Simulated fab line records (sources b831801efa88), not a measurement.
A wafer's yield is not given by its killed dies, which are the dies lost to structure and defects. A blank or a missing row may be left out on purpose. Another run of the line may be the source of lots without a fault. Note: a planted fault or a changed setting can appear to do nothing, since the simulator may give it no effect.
The tool behind it: which one? | flow sky130 | 11 lots with 33 wafers sampled at 4 steps, on a route of 708 steps

== WHAT THE GAUGES SHOWED, per wafer ==
SKY_VIA2_THK_MEAS_01.
lot  | measured     | on            | VIA2_HDPCVD_THK (nm)
L100 | day 35 17:43 | film metro-04 | 1196 1208 1182
L101 | day 36 02:59 | film metro-03 | 1197 1180 1197
L102 | day 36 12:54 | film metro-01 | 1177 1164 1180
L107 | day 38 01:02 | film metro-04 | 1180 1190 1165
L108 | day 38 09:07 | film metro-01 | 1168 1170 1163
L111 | day 39 00:05 | film metro-01 | 1147 1171 1174
L115 | day 40 23:58 | film metro-04 | 2062 1170 1163 2061 1170 1164
L117 | day 41 06:16 | film metro-04 | 1189 1180 1176
L119 | day 41 16:31 | film metro-04 | 1182 1166 1163
L120 | day 42 00:19 | film metro-04 | 1181 1191 1176
L121 | day 42 08:20 | film metro-03 | 1192 1160 1164

== WHAT TOOL EACH LOT RAN ON (gives the tool, then ch and the chambers of the sampled wafers, and finally the start) ==
lot  | SKY_VIA1_ETCH_15                   | SKY_METAL2_ETCH_18                | SKY_VIA2_HDPCVD_00
L100 | rie diel-01 ch 0,1,3, day 34 12:29 | rie metal-02 ch 0,1, day 35 16:50 | hdpcvd-02 ch 0,1, day 35 17:34
L101 | rie diel-03 ch 0,1,2, day 34 21:42 | rie metal-03 ch 0,1, day 36 02:04 | hdpcvd-02 ch 0,1,2, day 36 02:52
L102 | rie diel-04 ch 0,1,3, day 35 09:20 | rie metal-02 ch 0,1, day 36 11:59 | hdpcvd-01 ch 0,2, day 36 12:46
L107 | rie diel-04 ch 2,3, day 36 20:14   | rie metal-04 ch 0,1, day 38 00:08 | hdpcvd-01 ch 0,1,2, day 38 00:54
L108 | rie diel-01 ch 2,3, day 37 04:38   | rie metal-03 ch 0,1, day 38 08:08 | hdpcvd-01 ch 0,1, day 38 08:59
L111 | rie diel-01 ch 0,2,3, day 37 20:32 | rie metal-02 ch 0,1, day 38 22:47 | hdpcvd-01 ch 1,2, day 38 23:58
L115 | rie diel-01 ch 0,1,2, day 39 20:43 | rie metal-03 ch 0,1, day 40 23:05 | hdpcvd-01 ch 0,1,2, day 40 23:50
L117 | rie diel-01 ch 0,2,3, day 40 03:12 | rie metal-03 ch 0,1, day 41 05:19 | hdpcvd-02 ch 1,2, day 41 06:04
L119 | rie diel-03 ch 1,2, day 40 14:27   | rie metal-03 ch 0,1, day 41 15:38 | hdpcvd-02 ch 0,2, day 41 16:23
L120 | rie diel-04 ch 0,1,3, day 40 21:30 | rie metal-02 ch 0,1, day 41 23:23 | hdpcvd-02 ch 1,2, day 42 00:10
L121 | rie diel-01 ch 0,1,3, day 41 05:33 | rie metal-04 ch 0,1, day 42 07:27 | hdpcvd-02 ch 0,1,2, day 42 08:11
- SKY_VIA1_ETCH_15: etches SiO2 in C4F8/O2/Ar, stops on TiN, target depth 351 nm, time 54 s.
- SKY_METAL2_ETCH_18: etches BARC in N2/H2, stops on SiO2, time 45.9 s, target depth 60 nm.
- SKY_VIA2_HDPCVD_00: deposits SiO2, target thk 1180 nm, time 196.7 s.

== THE ANSWER, worked out from the rows above alone ==
Rule: what is usual is taken from the lots themselves. The widest of any qualifying gaps counts: lots, ordered by their means at a reading, are off when they make up no more than a third of the lots, leave a main group of 4 or more, and stand apart from it by 3 or more times the standard deviation of that group's means. The tables above print the reading to a certain number of digits; a main group whose means all agree to those digits is not used. Also off: a lot with no number at a reading for which 4 or more lots have one. Any other lot the step has rows for is counted as sound.
Off: L115, at SKY_VIA2_THK_MEAS_01 (VIA2_HDPCVD_THK). The main group: mean 1178 nm, standard deviation 9.7.
If a tool, at a process step before that reading, ran all the lots that are off and no sound lot after the first of them, it fits. Those tools and the gauges at SKY_VIA2_THK_MEAS_01 are tried in the same way. One fits: SKY_VIA2_HDPCVD_00 on hdpcvd-01. A fault onset in the window from L111 (day 38 23:58, its last sound lot) to L115 (day 40 23:50, its first lot off) fits.

== WHAT HAD BEEN PUT IN BY THE SIMULATOR ==
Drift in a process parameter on hdpcvd-01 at SKY_VIA2_HDPCVD_00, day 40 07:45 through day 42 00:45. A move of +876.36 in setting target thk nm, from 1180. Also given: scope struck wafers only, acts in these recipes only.
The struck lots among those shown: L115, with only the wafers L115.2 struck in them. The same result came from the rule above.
